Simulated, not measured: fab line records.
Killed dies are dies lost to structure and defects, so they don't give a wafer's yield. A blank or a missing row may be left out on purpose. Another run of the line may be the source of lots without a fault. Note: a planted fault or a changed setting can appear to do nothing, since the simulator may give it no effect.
fab line records	flow gf180mcu
record: lots: 24	wafers: 72	last_day: 34
route steps=602 shown V4@502 M5@535 V5@561 TOP_METAL@568
lots with no fault: from the same line, run without faults
start_h: the number of hours between the record's first day and the start of the first shown wafer of the lot	wait_h: hours elapsed since this lot's preceding step	" as in the row above	L1.1+2: a row that stands for several wafers	- no value present, or no start provided	* or withheld: withheld	< > ~ a bound
route shown NAME@n: NAME is a module with steps in the file, n the number in the route of the first one	usual: average and standard deviation across the fault-free wafers	same: alike in all rows	chamber/n: place in a boat	sites: the reading at each site	_std_site: their standard deviation	_edge_site: outer sites' mean less inner sites'	radius_mm: how far each site lies from the wafer's centre	mask NAME#n: copy n	behind: the last tool/chamber to shape the wafer	hold: why the lot was held/for how many hours/how that ended	device: the n, p or np transistor that did not switch	end of line: the route-end tests of the same wafers	a step with no rows: only its recipe	killed: the dies lost at the first sort to structure and to defects; this is not the yield of the wafer	map: a wafer's dies, x killed, . not, _ none there
set.NAME: the setting the step ran with; set.NAME@STEP: the setting that earlier step ran with	model.NAME: the simulator's own value behind a step, which no gauge read
the route's steps for a sample of lots (tables are steps, rows are wafers)
services: when a tool's chamber went out of use (start_h, in hours from the record's first day, below 0 if earlier), for how many hours, and the reason
== steps ==
step: GF_V4_CMP_26
recipe: stop_on: SiO2	down_force_psi: 3.5	platen_rpm: 60	t_overpolish_s: 15	target_thk_nm: 0	pad_velocity_m_s: 0.94248
usual: motor_current_A: 11.0/1.1	overpolish_run_s: 14.999/0.0096	time_to_endpoint_s: 85/3.5
lot.wafer	tool	chamber	start_h	wait_h	motor_current_A	overpolish_run_s	time_to_endpoint_s
L074.4	cmp-01	2	567.73	1.9	11.1	15.006	87
L074.1	"	3	"	"	12.2	14.993	87
L074.5	"	1	"	"	9.7	14.997	86
L075.3	cmp-01	3	572.11	0.0	12.5	14.991	83
L075.2	"	0	"	"	12.5	14.990	84
L075.1	"	2	"	"	11.4	14.991	86
L076.1	cmp-02	1	592.52	0.1	12.0	15.005	82
L076.3	"	2	"	"	10.6	14.994	89
L076.5	"	2	"	"	10.6	14.992	83
L077.2	cmp-01	0	595.31	0.1	13.3	14.975	81
L077.3	"	2	"	"	11.5	14.990	87
L077.5	"	3	"	"	11.6	15.008	87
L078.3	cmp-01	0	600.79	0.0	12.3	15.017	81
L078.1	"	1	"	"	9.8	14.988	83
L078.5	"	1	"	"	9.5	15.007	83
L079.2	cmp-01	1	606.00	0.0	9.7	14.992	88
L079.1	"	2	"	"	11.2	15.019	86
L079.3	"	3	"	"	11.9	14.999	84
L080.1	cmp-02	3	620.86	0.1	9.8	15.002	92
L080.2	"	1	"	"	11.8	15.006	86
L080.5	"	2	"	"	10.5	15.008	91
L081.1	cmp-02	0	623.76	0.1	10.5	14.997	88
L081.3	"	2	"	"	10.5	15.014	88
L081.5	"	0	"	"	10.2	15.007	88
L082.3	cmp-02	3	636.67	0.0	9.5	14.981	89
L082.4	"	1	"	"	12.2	14.994	86
L082.5	"	0	"	"	10.8	14.993	87
L083.3	cmp-02	2	641.99	0.1	10.3	14.995	91
L083.4	"	0	"	"	9.8	14.997	86
L083.6	"	2	"	"	10.6	14.994	90
L084.1	cmp-02	0	647.57	0.1	10.3	14.993	85
L084.4	"	1	"	"	11.8	14.986	87
L084.5	"	2	"	"	10.6	14.995	89
L085.2	cmp-01	2	657.85	0.1	11.4	14.999	88
L085.6	"	1	"	"	9.6	14.990	87
L085.5	"	2	"	"	11.1	15.002	88
L086.3	cmp-02	3	664.17	0.0	9.8	14.995	95
L086.1	"	2	"	"	10.4	14.986	92
L086.6	"	3	"	"	9.0	14.996	90
L087.1	cmp-01	3	670.59	0.1	12.3	14.998	84
L087.5	"	1	"	"	10.3	15.007	87
L087.6	"	2	"	"	10.8	14.997	89
L088.2	cmp-02	2	680.75	0.0	10.2	15.008	84
L088.4	"	0	"	"	9.8	14.999	83
L088.1	"	1	"	"	11.6	15.007	82
L089.1	cmp-02	0	681.96	0.1	10.6	15.002	84
L089.3	"	2	"	"	10.1	14.999	85
L089.2	"	3	"	"	9.7	15.006	83
L090.4	cmp-02	3	687.59	0.2	9.2	15.003	87
L090.1	"	0	"	"	10.3	14.984	87
L090.6	"	3	"	"	9.6	15.014	87
L091.3	cmp-01	1	694.45	0.0	9.8	15.002	83
L091.2	"	0	"	"	12.1	14.996	82
L091.6	"	1	"	"	10.0	15.002	87
L092.3	cmp-01	3	701.51	0.1	12.2	14.993	85
L092.1	"	1	"	"	9.3	14.991	88
L092.6	"	3	"	"	12.7	15.000	87
L094.3	cmp-01	2	715.71	0.1	11.2	15.000	82
L094.2	"	3	"	"	12.6	15.003	81
L094.4	"	0	"	"	12.3	14.999	75
L093.1	cmp-02	0	716.69	0.1	10.0	15.010	84
L093.2	"	2	"	"	10.2	14.998	88
L093.5	"	0	"	"	10.8	14.996	82
L095.1	cmp-01	0	725.75	0.2	12.6	15.002	82
L095.6	"	1	"	"	10.8	15.006	83
L095.5	"	2	"	"	11.1	14.997	86
L096.3	cmp-01	3	726.50	0.1	12.0	14.983	86
L096.5	"	1	"	"	10.3	15.001	86
L096.6	"	2	"	"	11.0	14.985	85
L097.2	cmp-01	1	731.23	0.1	9.9	15.015	85
L097.4	"	2	"	"	10.8	14.995	82
L097.5	"	0	"	"	13.5	14.990	76
step: GF_M5_ETCH_09
recipe: chemistry: CF4/O2	target: Si3N4	target_depth_nm: 52	source_w: 800	bias_w: 150	pressure_mtorr: 150	cf4_flow_sccm: 80	O2_flow_sccm: 10	time_s: 11.6
usual: drypump_motor_current_A: 5.7/0.57	oes_product_au: 0.999/0.01	throttle_valve_pct: 5.970/0.0098
lot.wafer	tool	chamber	start_h	wait_h	drypump_motor_current_A	oes_product_au	rf_hours_counter_h	throttle_valve_pct
L074.1	rie_diel-01	0	610.49	0.0	6.2	1.015	4	5.990
L074.4	"	3	"	"	6.2	1.006	59	5.986
L074.5	"	2	"	"	5.1	1.010	-	5.957
L075.1	rie_diel-02	1	615.64	0.0	5.9	1.018	3	5.973
L075.2	"	0	"	"	5.8	1.008	51	5.947
L075.3	"	2	"	"	5.3	0.996	9	5.950
L076.1	rie_diel-01	3	634.04	0.0	6.2	1.004	60	5.966
L076.3	"	2	"	"	5.1	1.002	66	5.961
L076.5	"	1	"	"	5.3	1.000	-	5.954
L077.2	rie_diel-04	1	637.48	0.0	6.5	0.998	2	5.956
L077.3	"	3	"	"	4.8	0.997	10	5.969
L077.5	"	1	"	"	6.5	1.000	-	5.964
L078.1	rie_diel-01	2	642.89	0.0	5.1	1.012	66	5.975
L078.3	"	1	"	"	5.3	1.017	25	5.956
L078.5	"	0	"	"	6.3	1.007	-	5.975
L079.1	rie_diel-01	3	647.74	0.0	6.2	0.991	61	5.973
L079.2	"	2	"	"	5.1	1.002	66	5.973
L079.3	"	0	"	"	6.3	0.993	5	5.983
L080.1	rie_diel-04	1	661.69	0.0	6.5	0.994	3	5.973
L080.2	"	2	"	"	4.8	1.013	6	5.985
L080.5	"	3	"	"	4.8	0.995	-	5.963
L081.1	rie_diel-01	3	664.64	0.0	6.2	0.989	62	5.987
L081.3	"	1	"	"	5.3	0.994	-	5.982
L081.5	"	1	"	"	5.3	0.995	-	5.974
L082.3	rie_diel-04	0	676.53	0.0	6.1	0.988	16	5.983
L082.4	"	3	"	"	4.8	0.988	12	5.959
L082.5	"	2	"	"	4.8	1.019	-	5.977
L083.3	rie_diel-02	3	682.34	0.0	6.3	1.010	3	5.965
L083.4	"	0	"	"	5.8	0.998	54	5.974
L083.6	"	0	"	"	5.7	0.998	-	5.948
L084.1	rie_diel-04	2	687.58	0.0	4.8	1.002	7	5.968
L084.4	"	1	"	"	6.5	1.007	4	5.980
L084.5	"	0	"	"	6.1	0.982	-	5.983
L085.2	rie_diel-01	2	696.59	0.0	5.1	1.006	1	5.978
L085.5	"	2	"	"	5.1	1.005	-	5.967
L085.6	"	1	"	"	5.3	0.993	-	5.972
L086.1	rie_diel-04	2	703.09	0.0	4.8	1.005	8	5.978
L086.3	"	3	"	"	4.8	0.992	13	5.966
L086.6	"	2	"	"	4.8	1.000	-	5.945
L087.1	rie_diel-02	3	709.34	0.0	6.3	0.988	4	5.984
L087.5	"	0	"	"	5.7	0.992	-	5.967
L087.6	"	3	"	"	6.3	0.998	-	5.975
L088.1	rie_diel-02	0	718.44	0.0	5.7	0.993	56	5.958
L088.2	"	2	"	"	5.3	0.998	12	5.968
L088.4	"	3	"	"	6.3	0.986	4	5.960
L089.1	rie_diel-01	1	719.14	0.0	5.3	0.999	29	5.969
L089.2	"	3	"	"	6.2	1.009	1	5.982
L089.3	"	2	"	"	5.1	1.003	2	5.961
L090.1	rie_diel-02	2	725.94	0.0	5.2	1.005	12	5.975
L090.4	"	1	"	"	6.0	1.012	8	5.990
L090.6	"	3	"	"	6.3	0.989	-	5.978
L091.2	rie_diel-01	3	732.08	0.0	6.2	1.000	1	5.957
L091.3	"	1	"	"	5.3	0.990	30	5.978
L091.6	"	1	"	"	5.3	0.992	-	5.974
L092.1	rie_diel-02	2	737.84	0.0	5.3	1.005	13	5.980
L092.3	"	3	"	"	6.3	1.001	5	5.968
L092.6	"	2	"	"	5.3	0.994	-	5.976
L094.2	rie_diel-04	3	751.38	0.0	4.8	0.995	15	5.969
L094.3	"	2	"	"	4.8	1.024	10	5.972
L094.4	"	1	"	"	6.5	1.002	7	5.980
L093.1	rie_diel-02	2	752.04	0.0	5.3	1.006	14	5.960
L093.2	"	0	"	"	5.8	0.979	0	5.974
L093.5	"	2	"	"	5.3	1.005	-	5.961
L095.1	rie_diel-02	2	760.54	0.0	5.2	1.007	14	5.974
L095.5	"	3	"	"	6.3	0.993	-	5.974
L095.6	"	2	"	"	5.3	0.999	-	5.981
L096.3	rie_diel-02	1	761.24	0.0	5.9	1.005	10	5.965
L096.5	"	0	"	"	5.7	0.973	-	5.961
L096.6	"	1	"	"	6.0	1.013	-	5.958
L097.2	rie_diel-01	1	766.23	0.0	5.3	0.972	32	5.971
L097.4	"	2	"	"	5.1	0.991	4	5.961
L097.5	"	0	"	"	6.3	0.994	-	5.979
step: GF_V5_SPUTTER_21
recipe: material: Ti	target_thk_nm: 15	chamber_pressure_pa: 5	power_w: 2500	substrate_temp_c: 200	time_s: 80.02
usual: throttle_valve_pct: 30.5/0.99
lot.wafer	tool	chamber	start_h	wait_h	throttle_valve_pct
L074.1	pvd_sputter-04	-	633.28	0.0	30.9
L074.4	"	-	"	"	29.9
L074.5	"	-	"	"	31.1
L075.1	pvd_sputter-03	-	637.98	0.0	28.6
L075.2	"	-	"	"	32.0
L075.3	"	-	"	"	30.7
L076.1	pvd_sputter-03	-	656.78	0.0	30.7
L076.3	"	-	"	"	28.4
L076.5	"	-	"	"	28.4
L077.2	pvd_sputter-04	-	659.28	0.0	30.6
L077.3	"	-	"	"	29.6
L077.5	"	-	"	"	29.8
L078.1	pvd_sputter-04	-	664.68	0.0	30.9
L078.3	"	-	"	"	30.1
L078.5	"	-	"	"	29.5
L079.1	pvd_sputter-03	-	669.37	0.0	28.6
L079.2	"	-	"	"	31.3
L079.3	"	-	"	"	31.8
L080.1	pvd_sputter-03	-	683.38	0.0	28.5
L080.2	"	-	"	"	30.8
L080.5	"	-	"	"	28.5
L081.1	pvd_sputter-02	-	686.60	0.0	31.2
L081.3	"	-	"	"	29.9
L081.5	"	-	"	"	29.9
L082.3	pvd_sputter-02	-	697.62	0.0	29.8
L082.4	"	-	"	"	31.4
L082.5	"	-	"	"	29.9
L083.3	pvd_sputter-02	-	703.18	0.0	31.3
L083.4	"	-	"	"	29.9
L083.6	"	-	"	"	31.2
L084.1	pvd_sputter-04	-	708.64	0.0	31.1
L084.4	"	-	"	"	29.6
L084.5	"	-	"	"	30.8
L085.2	pvd_sputter-02	-	716.97	0.0	29.9
L085.5	"	-	"	"	29.7
L085.6	"	-	"	"	31.0
L086.1	pvd_sputter-03	-	723.39	0.0	30.3
L086.3	"	-	"	"	28.6
L086.6	"	-	"	"	32.1
L087.1	pvd_sputter-04	-	729.87	0.0	30.8
L087.5	"	-	"	"	29.8
L087.6	"	-	"	"	30.8
L088.1	pvd_sputter-02	-	738.14	0.0	31.5
L088.2	"	-	"	"	29.8
L088.4	"	-	"	"	29.9
L089.1	pvd_sputter-04	-	738.87	0.0	29.8
L089.2	"	-	"	"	31.3
L089.3	"	-	"	"	29.8
L090.1	pvd_sputter-03	-	745.59	0.0	30.7
L090.4	"	-	"	"	28.6
L090.6	"	-	"	"	30.8
L091.2	pvd_sputter-04	-	751.17	0.0	30.0
L091.3	"	-	"	"	29.9
L091.6	"	-	"	"	29.5
L092.1	pvd_sputter-03	-	756.23	0.0	28.5
L092.3	"	-	"	"	31.1
L092.6	"	-	"	"	31.1
L094.2	pvd_sputter-03	-	770.42	0.0	31.0
L094.3	"	-	"	"	30.8
L094.4	"	-	"	"	31.9
L093.1	pvd_sputter-03	-	771.13	0.0	30.9
L093.2	"	-	"	"	30.8
L093.5	"	-	"	"	30.7
L095.1	pvd_sputter-02	-	779.05	0.0	31.1
L095.5	"	-	"	"	31.2
L095.6	"	-	"	"	31.4
L096.3	pvd_sputter-03	-	779.74	0.0	28.6
L096.5	"	-	"	"	28.4
L096.6	"	-	"	"	30.5
L097.2	pvd_sputter-02	-	784.16	0.0	30.9
L097.4	"	-	"	"	31.1
L097.5	"	-	"	"	31.5
step: GF_V5_CVD_23
recipe: material: W	target_thk_nm: 350	time_s: 104.9	temp_c: 400	pressure_torr: 40
usual: chamber_pressure_Torr: 40.01/0.093	heater_power_w: 894/86	susceptor_temp_C: 399.97/0.21
lot.wafer	tool	chamber	start_h	wait_h	chamber_pressure_Torr	heater_power_w	susceptor_temp_C
L074.1	cvd_w-01	0	633.38	0.0	40.18	881	399.78
L074.4	"	1	"	"	39.99	923	400.25
L074.5	"	0	"	"	40.18	874	400.00
L075.1	cvd_w-02	0	638.08	0.0	39.91	977	400.12
L075.2	"	1	"	"	39.87	802	400.07
L075.3	"	1	"	"	40.05	780	400.14
L076.1	cvd_w-02	0	656.88	0.0	40.00	988	399.88
L076.3	"	0	"	"	39.99	1013	399.84
L076.5	"	1	"	"	39.96	787	399.85
L077.2	cvd_w-02	1	659.38	0.0	39.97	777	399.71
L077.3	"	1	"	"	40.02	787	399.36
L077.5	"	0	"	"	40.19	983	400.04
L078.1	cvd_w-02	0	664.78	0.0	40.08	984	400.01
L078.3	"	1	"	"	40.01	793	400.23
L078.5	"	0	"	"	40.12	968	399.74
L079.1	cvd_w-02	1	669.47	0.0	40.06	777	400.09
L079.2	"	0	"	"	40.17	986	399.87
L079.3	"	0	"	"	39.95	994	399.84
L080.1	cvd_w-01	1	683.48	0.0	40.13	896	399.88
L080.2	"	0	"	"	40.09	878	400.03
L080.5	"	1	"	"	40.05	933	399.80
L081.1	cvd_w-02	1	686.70	0.0	40.10	792	399.89
L081.3	"	1	"	"	39.95	794	399.62
L081.5	"	0	"	"	39.88	1011	399.90
L082.3	cvd_w-02	1	697.76	0.1	39.98	784	400.01
L082.4	"	0	"	"	40.00	991	400.11
L082.5	"	0	"	"	39.88	971	399.89
L083.3	cvd_w-02	0	703.32	0.1	39.91	984	400.06
L083.4	"	1	"	"	39.92	758	399.91
L083.6	"	1	"	"	39.88	800	399.91
L084.1	cvd_w-01	1	708.74	0.0	39.91	908	399.97
L084.4	"	1	"	"	40.05	904	399.90
L084.5	"	0	"	"	39.80	873	399.72
L085.2	cvd_w-02	1	717.07	0.0	39.99	826	400.21
L085.5	"	0	"	"	40.08	1004	399.90
L085.6	"	1	"	"	39.99	796	399.91
L086.1	cvd_w-02	1	723.49	0.0	40.08	800	399.76
L086.3	"	0	"	"	39.92	1051	399.68
L086.6	"	1	"	"	39.86	787	400.07
L087.1	cvd_w-02	1	729.97	0.0	40.10	780	399.70
L087.5	"	1	"	"	40.06	776	399.84
L087.6	"	0	"	"	40.00	1018	399.93
L088.1	cvd_w-02	1	738.24	0.0	40.06	793	400.14
L088.2	"	0	"	"	40.09	969	400.11
L088.4	"	0	"	"	40.03	997	399.90
L089.1	cvd_w-01	0	738.97	0.0	40.15	867	399.76
L089.2	"	1	"	"	39.88	905	400.15
L089.3	"	0	"	"	39.94	871	399.70
L090.1	cvd_w-01	1	745.69	0.0	40.13	903	399.66
L090.4	"	1	"	"	39.94	925	399.80
L090.6	"	0	"	"	39.91	880	400.21
L091.2	cvd_w-02	0	751.27	0.0	39.98	1001	399.63
L091.3	"	1	"	"	39.98	782	400.37
L091.6	"	1	"	"	40.05	786	400.13
L092.1	cvd_w-02	1	756.33	0.0	40.04	774	400.37
L092.3	"	0	"	"	40.18	1007	399.96
L092.6	"	1	"	"	39.95	796	400.18
L094.2	cvd_w-01	1	770.52	0.0	40.10	909	399.87
L094.3	"	0	"	"	39.80	863	400.31
L094.4	"	1	"	"	39.89	915	399.60
L093.1	cvd_w-02	1	771.23	0.0	40.10	775	400.23
L093.2	"	0	"	"	40.02	999	400.36
L093.5	"	1	"	"	40.05	792	400.31
L095.1	cvd_w-02	0	779.15	0.0	40.19	1009	400.12
L095.5	"	0	"	"	39.91	1007	400.09
L095.6	"	1	"	"	40.05	808	400.25
L096.3	cvd_w-01	1	779.88	0.1	40.03	911	400.00
L096.5	"	0	"	"	39.94	897	399.79
L096.6	"	1	"	"	40.09	885	399.97
L097.2	cvd_w-01	0	784.26	0.0	40.00	878	399.73
L097.4	"	1	"	"	40.00	912	399.89
L097.5	"	0	"	"	39.82	866	399.60
step: GF_V5_CMP_26
recipe: stop_on: SiO2	down_force_psi: 3.5	platen_rpm: 60	t_overpolish_s: 15	target_thk_nm: 0	pad_velocity_m_s: 0.94248
usual: motor_current_A: 11.0/1.1	overpolish_run_s: 15.000/0.0097	time_to_endpoint_s: 85/4.3
lot.wafer	tool	chamber	start_h	wait_h	motor_current_A	overpolish_run_s	time_to_endpoint_s
L074.1	cmp-02	3	633.72	0.1	9.6	14.994	92
L074.4	"	1	"	"	10.8	15.005	87
L074.5	"	2	"	"	10.6	15.013	94
L075.1	cmp-01	0	638.38	0.1	13.5	14.999	81
L075.2	"	1	"	"	9.8	14.981	84
L075.3	"	3	"	"	11.9	14.981	84
L076.1	cmp-02	1	657.17	0.1	12.1	14.991	87
L076.3	"	2	"	"	11.0	15.013	90
L076.5	"	1	"	"	12.3	14.999	91
L077.3	cmp-01	0	659.67	0.0	13.1	15.002	81
L077.2	"	3	"	"	12.6	15.010	84
L077.5	"	0	"	"	12.7	15.005	81
L078.1	cmp-02	3	665.12	0.1	9.5	14.998	84
L078.3	"	1	"	"	12.1	14.992	89
L078.5	"	2	"	"	10.6	15.009	89
L079.2	cmp-01	1	669.76	0.0	10.2	15.005	85
L079.3	"	3	"	"	11.7	14.994	87
L079.1	"	0	"	"	13.1	14.988	82
L080.1	cmp-01	0	683.77	0.1	13.0	15.000	80
L080.2	"	1	"	"	9.3	15.005	81
L080.5	"	1	"	"	9.7	15.010	82
L081.3	cmp-02	3	687.04	0.1	9.4	14.990	86
L081.1	"	0	"	"	10.2	14.995	84
L081.5	"	2	"	"	10.4	15.004	85
L082.3	cmp-01	0	698.07	0.1	12.5	14.996	81
L082.4	"	2	"	"	10.9	15.000	83
L082.5	"	3	"	"	12.5	14.994	83
L083.4	cmp-02	0	703.57	0.0	10.2	14.996	88
L083.3	"	2	"	"	10.4	15.011	86
L083.6	"	0	"	"	10.5	15.022	85
L084.1	cmp-01	2	709.03	0.1	11.6	15.013	81
L084.4	"	0	"	"	11.7	15.008	74
L084.5	"	3	"	"	12.5	15.001	81
L085.2	cmp-01	3	717.51	0.2	12.8	14.999	82
L085.5	"	0	"	"	12.1	14.995	74
L085.6	"	1	"	"	9.5	15.015	78
L086.3	cmp-01	3	723.78	0.0	12.1	15.001	83
L086.1	"	0	"	"	11.8	15.005	79
L086.6	"	3	"	"	12.1	15.004	83
L087.1	cmp-02	2	730.31	0.1	10.7	14.993	90
L087.6	"	1	"	"	12.0	14.995	84
L087.5	"	2	"	"	10.7	15.000	88
L088.2	cmp-01	0	738.53	0.0	12.3	14.996	78
L088.1	"	1	"	"	10.7	14.994	82
L088.4	"	3	"	"	12.0	15.002	78
L089.2	cmp-01	2	739.27	0.0	11.2	14.995	77
L089.3	"	0	"	"	12.6	15.016	80
L089.1	"	1	"	"	10.3	15.003	79
L090.1	cmp-02	3	746.27	0.3	10.0	14.985	90
L090.4	"	0	"	"	10.3	15.006	89
L090.6	"	2	"	"	10.2	15.001	91
L091.3	cmp-02	2	752.07	0.5	10.3	14.990	89
L091.2	"	0	"	"	10.2	15.012	88
L091.6	"	1	"	"	11.2	15.010	85
L092.3	cmp-01	0	756.63	0.0	12.4	14.991	82
L092.1	"	1	"	"	10.2	14.992	85
L092.6	"	0	"	"	12.0	14.990	80
L094.2	cmp-02	0	770.81	0.0	10.6	14.988	83
L094.3	"	1	"	"	12.4	14.985	85
L094.4	"	3	"	"	9.3	15.007	88
L093.1	cmp-02	1	771.57	0.1	11.7	15.007	83
L093.2	"	2	"	"	10.6	14.994	88
L093.5	"	1	"	"	11.2	15.025	86
L095.1	cmp-02	3	779.59	0.2	9.3	15.013	92
L095.6	"	0	"	"	10.4	15.014	89
L095.5	"	1	"	"	12.2	15.002	90
L096.3	cmp-02	2	780.28	0.2	9.9	14.998	88
L096.5	"	3	"	"	9.6	15.002	91
L096.6	"	0	"	"	10.5	14.999	87
L097.2	cmp-02	0	784.61	0.1	10.7	14.984	87
L097.4	"	2	"	"	10.1	14.989	93
L097.5	"	0	"	"	11.0	15.004	87
step: GF_TOP_METAL_SPUTTER_01
recipe: material: TiN	target_thk_nm: 30	power_w: 6500	time_s: 25	chamber_pressure_pa: 0.4
usual: throttle_valve_pct: 29.8/1.5
lot.wafer	tool	chamber	start_h	wait_h	throttle_valve_pct
L074.1	pvd_sputter-01	-	634.07	0.1	28.8
L074.4	"	-	"	"	26.4
L074.5	"	-	"	"	30.9
L075.1	pvd_sputter-01	-	638.78	0.1	27.7
L075.2	"	-	"	"	28.9
L075.3	"	-	"	"	30.6
L076.1	pvd_sputter-01	-	657.57	0.1	26.8
L076.3	"	-	"	"	28.1
L076.5	"	-	"	"	30.8
L077.2	pvd_sputter-01	-	660.07	0.1	26.6
L077.3	"	-	"	"	27.6
L077.5	"	-	"	"	30.6
L078.1	pvd_sputter-04	-	665.47	0.1	29.8
L078.3	"	-	"	"	31.0
L078.5	"	-	"	"	30.0
L079.1	pvd_sputter-02	-	670.16	0.1	29.7
L079.2	"	-	"	"	30.9
L079.3	"	-	"	"	31.3
L080.1	pvd_sputter-01	-	684.17	0.1	30.9
L080.2	"	-	"	"	29.0
L080.5	"	-	"	"	26.5
L081.1	pvd_sputter-04	-	687.39	0.1	29.7
L081.3	"	-	"	"	31.1
L081.5	"	-	"	"	31.3
L082.3	pvd_sputter-01	-	698.42	0.1	31.0
L082.4	"	-	"	"	28.8
L082.5	"	-	"	"	30.6
L083.3	pvd_sputter-04	-	703.97	0.1	31.0
L083.4	"	-	"	"	29.9
L083.6	"	-	"	"	30.9
L084.1	pvd_sputter-02	-	709.43	0.1	30.1
L084.4	"	-	"	"	31.1
L084.5	"	-	"	"	31.2
L085.2	pvd_sputter-04	-	717.76	0.1	29.9
L085.5	"	-	"	"	29.4
L085.6	"	-	"	"	31.1
L086.1	pvd_sputter-02	-	724.18	0.1	31.1
L086.3	"	-	"	"	29.9
L086.6	"	-	"	"	29.8
L087.1	pvd_sputter-01	-	730.66	0.1	27.7
L087.5	"	-	"	"	26.9
L087.6	"	-	"	"	28.0
L088.1	pvd_sputter-02	-	738.93	0.1	31.4
L088.2	"	-	"	"	29.9
L088.4	"	-	"	"	31.8
L089.1	pvd_sputter-04	-	739.67	0.1	30.1
L089.2	"	-	"	"	30.9
L089.3	"	-	"	"	31.1
L090.1	pvd_sputter-02	-	746.57	0.1	31.1
L090.4	"	-	"	"	30.3
L090.6	"	-	"	"	31.4
L091.2	pvd_sputter-02	-	752.42	0.1	31.4
L091.3	"	-	"	"	31.3
L091.6	"	-	"	"	29.7
L092.1	pvd_sputter-04	-	757.03	0.1	31.1
L092.3	"	-	"	"	29.9
L092.6	"	-	"	"	31.0
L094.2	pvd_sputter-01	-	771.21	0.1	30.8
L094.3	"	-	"	"	26.5
L094.4	"	-	"	"	29.0
L093.1	pvd_sputter-02	-	771.92	0.1	31.5
L093.2	"	-	"	"	29.9
L093.5	"	-	"	"	31.3
L095.1	pvd_sputter-02	-	779.84	0.1	31.7
L095.5	"	-	"	"	29.5
L095.6	"	-	"	"	31.1
L096.3	pvd_sputter-04	-	780.53	0.1	29.7
L096.5	"	-	"	"	29.7
L096.6	"	-	"	"	31.1
L097.2	pvd_sputter-01	-	784.96	0.1	30.8
L097.4	"	-	"	"	28.7
L097.5	"	-	"	"	26.5
== services ==
tool	chamber	start_h	hours	kind
cmp-01	-	545.04	1.6	repair
pvd_sputter-03	-	548.91	1.0	repair
pvd_sputter-04	-	554.22	10.8	repair
rie_diel-02	1	558.17	4.4	repair
rie_diel-01	3	560.94	16.3	repair
rie_diel-02	3	562.15	5.2	repair
pvd_sputter-02	-	565.07	1.4	repair
rie_diel-02	-	565.34	1.0	repair
rie_diel-02	1	569.03	4.9	repair
cmp-02	-	572.05	4.0	pm
pvd_sputter-02	-	573.70	2.3	repair
pvd_sputter-03	-	576.12	0.5	repair
rie_diel-02	0	576.82	7.4	repair
rie_diel-02	3	590.20	4.7	repair
cvd_w-02	1	591.63	4.5	repair
rie_diel-02	2	635.85	15.5	repair
rie_diel-02	0	645.85	1.3	repair
cmp-01	-	652.78	1.7	repair
cmp-01	-	666.50	0.3	repair
pvd_sputter-04	-	710.56	6.9	repair
cmp-02	-	742.36	3.8	pm
cmp-01	-	749.41	4.0	pm
cvd_w-02	-	765.59	2.8	pm
pvd_sputter-03	-	766.07	4.1	repair
== key ==
fault none
